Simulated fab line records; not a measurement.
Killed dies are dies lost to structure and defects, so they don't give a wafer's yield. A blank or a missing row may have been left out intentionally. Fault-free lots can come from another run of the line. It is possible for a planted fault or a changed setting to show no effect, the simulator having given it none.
fab line records ; flow sky130
record lots=7; wafers=21; last_day=50
route steps=708 shown VT_ADJUST_HVTP@91 VT_ADJUST_LVTN@97
lots that met no fault: from a run of the same line without faults
start_h: the number of hours between the record's first day and the start of the first shown wafer of the lot ; wait_h: hours elapsed since this lot's preceding step ; " repeats the value in the row above ; L1.1+2: a single row standing in for several wafers ; - no value present, or no start provided ; * or withheld: withheld ; < > ~ a bound
route shown NAME@n: names a module that has steps shown in the file, with the first one's number in the route ; usual: mean/standard deviation of fault-free wafers ; same: alike in all rows ; chamber/n: place in a boat ; sites: each site's reading ; _std_site: the standard deviation of these ; _edge_site: outer sites' mean less inner sites' ; radius_mm: for every site, how far away it sits from the centre of the wafer ; mask NAME#n: copy n ; behind: the last tool/chamber to shape the wafer ; hold: what put the lot on hold/how long, in hours/how the hold closed ; device: the transistor (n, p or np) that didn't switch ; end of line: tests run on the same wafers once the route is complete ; for a step that has no rows: nothing shown but its recipe ; killed: count of dies lost to structure and defects at first sort (not the wafer's yield) ; map: the dies of a wafer, with x for killed, . for not killed, _ for no die there
set.NAME: the setting that was run; set.NAME@STEP: the one run at that earlier step ; model.NAME: the simulator's own value behind a step, which no gauge read
certain route steps with their lots: each step a table, each wafer a row
services: from which hour (start_h, from the record's first day; less than 0 if before it) a tool's chamber was out of use, for how many hours, and why
## steps
# step SKY_VT_ADJUST_HVTP_DEVELOP_06
# recipe resist=NOVOLAK; developer=TMAH; develop_time_s=60; dev_temp_c=23
# step SKY_VT_ADJUST_HVTP_CD_MEAS_07
# recipe target_cd_nm=380
# usual cd_nm=380.2/2.3
lot.wafer;tool;chamber;start_h;wait_h;cd_nm
L670.1;cd_sem-02;-;129.59;0.1;380.3
L670.4;cd_sem-02;-;129.59;0.1;379.4
L670.5;cd_sem-02;-;129.59;0.1;378.5
L680.2;cd_sem-02;-;189.31;0.1;384.6
L680.5;cd_sem-02;-;189.31;0.1;381.7
L680.6;cd_sem-02;-;189.31;0.1;380.9
L679.1;cd_sem-01;-;190.74;0.1;381.9
L679.5;cd_sem-01;-;190.74;0.1;381.9
L679.6;cd_sem-01;-;190.74;0.1;381.8
L681.2;cd_sem-02;-;197.11;0.1;383.3
L681.3;cd_sem-02;-;197.11;0.1;382.1
L681.5;cd_sem-02;-;197.11;0.1;381.9
L682.1;cd_sem-02;-;203.11;0.1;382.8
L682.3;cd_sem-02;-;203.11;0.1;384.7
L682.4;cd_sem-02;-;203.11;0.1;383.0
L689.2;cd_sem-01;-;258.58;0.1;384.8
L689.3;cd_sem-01;-;258.58;0.1;382.4
L689.4;cd_sem-01;-;258.58;0.1;386.1
L691.4;cd_sem-01;-;273.85;0.1;379.8
L691.5;cd_sem-01;-;273.85;0.1;380.7
L691.6;cd_sem-01;-;273.85;0.1;381.3
# step SKY_VT_ADJUST_HVTP_OVL_MEAS_08
# usual VT_ADJUST_HVTP_OVL=0.5/1.4
lot.wafer;tool;chamber;start_h;wait_h;VT_ADJUST_HVTP_OVL[nm]
L670.1;overlay-01;-;129.71;0.1;2.7
L670.4;overlay-01;-;129.71;0.1;1.7
L670.5;overlay-01;-;129.71;0.1;3.8
L680.2;overlay-02;-;189.41;0.1;-0.5
L680.5;overlay-02;-;189.41;0.1;-0.3
L680.6;overlay-02;-;189.41;0.1;1.3
L679.1;overlay-02;-;190.86;0.1;1.0
L679.5;overlay-02;-;190.86;0.1;0.4
L679.6;overlay-02;-;190.86;0.1;1.8
L681.2;overlay-02;-;197.21;0.1;2.0
L681.3;overlay-02;-;197.21;0.1;2.8
L681.5;overlay-02;-;197.21;0.1;2.4
L682.1;overlay-02;-;203.23;0.1;-0.7
L682.3;overlay-02;-;203.23;0.1;-0.8
L682.4;overlay-02;-;203.23;0.1;-0.5
L689.2;overlay-02;-;258.69;0.1;1.9
L689.3;overlay-02;-;258.69;0.1;2.0
L689.4;overlay-02;-;258.69;0.1;2.0
L691.4;overlay-01;-;273.92;0.1;-1.6
L691.5;overlay-01;-;273.92;0.1;-2.2
L691.6;overlay-01;-;273.92;0.1;-2.3
# step SKY_VT_ADJUST_HVTP_IMPLANT_09
# recipe species=As; energy_kev=150; dose_cm2=4.3e+12; tilt_deg=withheld
# step SKY_VT_ADJUST_HVTP_STRIP_10
# recipe chemistry=O2/N2; power_w=1400; pressure_mtorr=1500; platen_temp_c=withheld; o2_flow_sccm=3000; n2_flow_sccm=300; overash_fraction=0.5
# usual drypump_motor_current_A=5.3/0.34; oes_product_au=0.715/0.0049; strip_time_to_endpoint_s=14.18/0.035
lot.wafer;tool;chamber;start_h;wait_h;drypump_motor_current_A;oes_product_au;rf_hours_counter_h;strip_time_to_endpoint_s
L670.1;plasma_asher-02;1;129.89;0.1;5.6;0.712;1;14.19
L670.4;plasma_asher-02;1;129.89;0.1;5.6;0.713;-;14.18
L670.5;plasma_asher-02;0;129.89;0.1;5.0;0.716;-;14.14
L680.2;plasma_asher-02;1;189.59;0.1;5.6;0.713;7;14.21
L680.5;plasma_asher-02;0;189.59;0.1;5.0;0.714;-;14.21
L680.6;plasma_asher-02;1;189.59;0.1;5.6;0.715;-;14.20
L679.1;plasma_asher-01;0;191.04;0.1;4.8;0.702;51;14.20
L679.5;plasma_asher-01;1;191.04;0.1;5.3;0.713;-;14.18
L679.6;plasma_asher-01;0;191.04;0.1;4.8;0.723;-;14.18
L681.2;plasma_asher-01;0;197.39;0.1;4.8;0.713;52;14.23
L681.3;plasma_asher-01;0;197.39;0.1;4.8;0.707;-;14.19
L681.5;plasma_asher-01;1;197.39;0.1;5.3;0.716;-;14.20
L682.1;plasma_asher-02;1;203.42;0.1;5.6;0.717;9;14.17
L682.3;plasma_asher-02;1;203.42;0.1;5.6;0.718;-;14.16
L682.4;plasma_asher-02;0;203.42;0.1;5.0;0.710;-;14.17
L689.2;plasma_asher-03;0;258.87;0.1;5.5;0.716;44;14.11
L689.3;plasma_asher-03;1;258.87;0.1;5.7;0.711;-;14.13
L689.4;plasma_asher-03;0;258.87;0.1;5.5;0.712;-;14.09
L691.4;plasma_asher-03;0;274.12;0.1;5.5;0.723;-;14.20
L691.5;plasma_asher-03;1;274.12;0.1;5.7;0.713;-;14.19
L691.6;plasma_asher-03;0;274.12;0.1;5.5;0.716;-;14.20
# step SKY_VT_ADJUST_HVTP_TW_MEAS_11
# usual VT_ADJUST_HVTP_TW=1358/8
lot.wafer;tool;chamber;start_h;wait_h;VT_ADJUST_HVTP_TW
L670.1;film_metro-03;-;129.99;0.1;1363
L670.4;film_metro-03;-;129.99;0.1;1370
L670.5;film_metro-03;-;129.99;0.1;1361
L680.2;film_metro-02;-;189.70;0.1;1363
L680.5;film_metro-02;-;189.70;0.1;1365
L680.6;film_metro-02;-;189.70;0.1;1362
L679.1;film_metro-02;-;191.14;0.1;1368
L679.5;film_metro-02;-;191.14;0.1;1370
L679.6;film_metro-02;-;191.14;0.1;1364
L681.2;film_metro-04;-;197.50;0.1;1360
L681.3;film_metro-04;-;197.50;0.1;1355
L681.5;film_metro-04;-;197.50;0.1;1348
L682.1;film_metro-04;-;203.52;0.1;1355
L682.3;film_metro-04;-;203.52;0.1;1345
L682.4;film_metro-04;-;203.52;0.1;1355
L689.2;film_metro-02;-;258.98;0.1;1367
L689.3;film_metro-02;-;258.98;0.1;1367
L689.4;film_metro-02;-;258.98;0.1;1366
L691.4;film_metro-02;-;274.22;0.1;1361
L691.5;film_metro-02;-;274.22;0.1;1353
L691.6;film_metro-02;-;274.22;0.1;1353
# step SKY_VT_ADJUST_LVTN_DEHYDRATE_00
# recipe temp_c=200; time_s=60
# step SKY_VT_ADJUST_LVTN_HMDS_01
# recipe prime_time_s=60; prime_temp_c=120
# step SKY_VT_ADJUST_LVTN_COAT_02
# recipe spin_rpm=2000; resist_thk_nm=3000
# step SKY_VT_ADJUST_LVTN_SOFTBAKE_03
# recipe temp_c=110; time_s=withheld
# step SKY_VT_ADJUST_LVTN_EXPOSE_04
# recipe mask_id=NWM_COMPLEMENT_LESS_NATIVE; na=0.6; source_shape=conventional; sigma_outer=0.6; polarization=unpolarized; target_cd_nm=840; dose_mj=194
# step SKY_VT_ADJUST_LVTN_PEB_05
# recipe temp_c=115; time_s=withheld
# step SKY_VT_ADJUST_LVTN_DEVELOP_06
# recipe wall_angle_deg=90; developer=TMAH; develop_time_s=60; dev_temp_c=23
# usual chill_plate_temp_C=23.04/0.1; develop_time_s=60/0
lot.wafer;tool;chamber;start_h;wait_h;chill_plate_temp_C;develop_time_s
L670.1;litho_track-04;0;148;-;22.87;60
L670.4;litho_track-04;0;148;-;23.03;60
L670.5;litho_track-04;0;148;-;23.14;60
L680.2;litho_track-02;0;210;-;23.04;60
L680.5;litho_track-02;0;210;-;23.09;60
L680.6;litho_track-02;0;210;-;22.97;60
L679.1;litho_track-01;-;211;-;-;-
L679.5;litho_track-01;-;211;-;-;-
L679.6;litho_track-01;-;211;-;-;-
L681.2;litho_track-04;-;218;-;-;-
L681.3;litho_track-04;-;218;-;-;-
L681.5;litho_track-04;-;218;-;-;-
L682.1;litho_track-01;-;224;-;-;-
L682.3;litho_track-01;-;224;-;-;-
L682.4;litho_track-01;-;224;-;-;-
L689.2;litho_track-01;0;283;-;23.17;60
L689.3;litho_track-01;0;283;-;23.17;60
L689.4;litho_track-01;0;283;-;22.97;60
L691.4;litho_track-01;0;298;-;23.03;60
L691.5;litho_track-01;0;298;-;23.14;60
L691.6;litho_track-01;0;298;-;23.12;60
# step SKY_VT_ADJUST_LVTN_OVL_MEAS_07
# usual VT_ADJUST_LVTN_OVL=0.2/1.6
lot.wafer;tool;chamber;start_h;wait_h;VT_ADJUST_LVTN_OVL[nm]
L670.1;overlay-01;-;148.46;-;-3.1
L670.4;overlay-01;-;148.46;-;-1.2
L670.5;overlay-01;-;148.46;-;-2.7
L680.2;overlay-01;-;210.54;-;0.2
L680.5;overlay-01;-;210.54;-;1.6
L680.6;overlay-01;-;210.54;-;1.4
L679.1;overlay-02;-;211.53;-;-
L679.5;overlay-02;-;211.53;-;-
L679.6;overlay-02;-;211.53;-;-
L681.2;overlay-02;-;218.82;-;-
L681.3;overlay-02;-;218.82;-;-
L681.5;overlay-02;-;218.82;-;-
L682.1;overlay-01;-;224.88;-;-
L682.3;overlay-01;-;224.88;-;-
L682.4;overlay-01;-;224.88;-;-
L689.2;overlay-01;-;283.18;-;-0.3
L689.3;overlay-01;-;283.18;-;0.6
L689.4;overlay-01;-;283.18;-;-0.2
L691.4;overlay-02;-;298.64;-;1.7
L691.5;overlay-02;-;298.64;-;-1.0
L691.6;overlay-02;-;298.64;-;1.3
## services
tool;chamber;start_h;hours;kind
plasma_asher-02;-;108.75;9.0;pm
plasma_asher-02;0;108.75;9.0;vent_cycle
plasma_asher-02;1;108.75;9.0;vent_cycle
plasma_asher-02;0;117.75;-;clean
plasma_asher-02;1;117.75;-;clean
plasma_asher-01;-;131.01;9.2;repair
plasma_asher-01;-;170.91;8.2;repair
plasma_asher-01;-;191.72;0.4;repair
## key
first_sign step=SKY_VT_ADJUST_LVTN_DEVELOP_06; reading=tool_record; direction=missing
effect none on later readings
met_at SKY_VT_ADJUST_LVTN_DEVELOP_06
struck_wafers L679.1,L679.5,L679.6,L681.2,L681.3,L681.5,L682.1,L682.3,L682.4
sort_left_out L679.1,L679.5,L679.6,L681.2,L681.3,L681.5,L682.1,L682.3,L682.4
tester_left_out L679,L681,L682
onset_between 148 211
fault kind=skipped_step_whole; tool=litho_track-01,litho_track-04; chamber=-; onset_h=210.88; steps=SKY_VT_ADJUST_LVTN_DEVELOP_06; scope=struck_lots_only
# tester_left_out: of these lots the tester's yield and bins aren't shown, on N5 and GAA mostly nor the transistor test; their killed dies are dies lost to structure and defects alone, not to doping, threshold or leakage, so they don't give the yield
# sort_left_out: the simulated sort isn't trusted on such a fault, so these wafers' sort isn't shown, and their yield isn't known
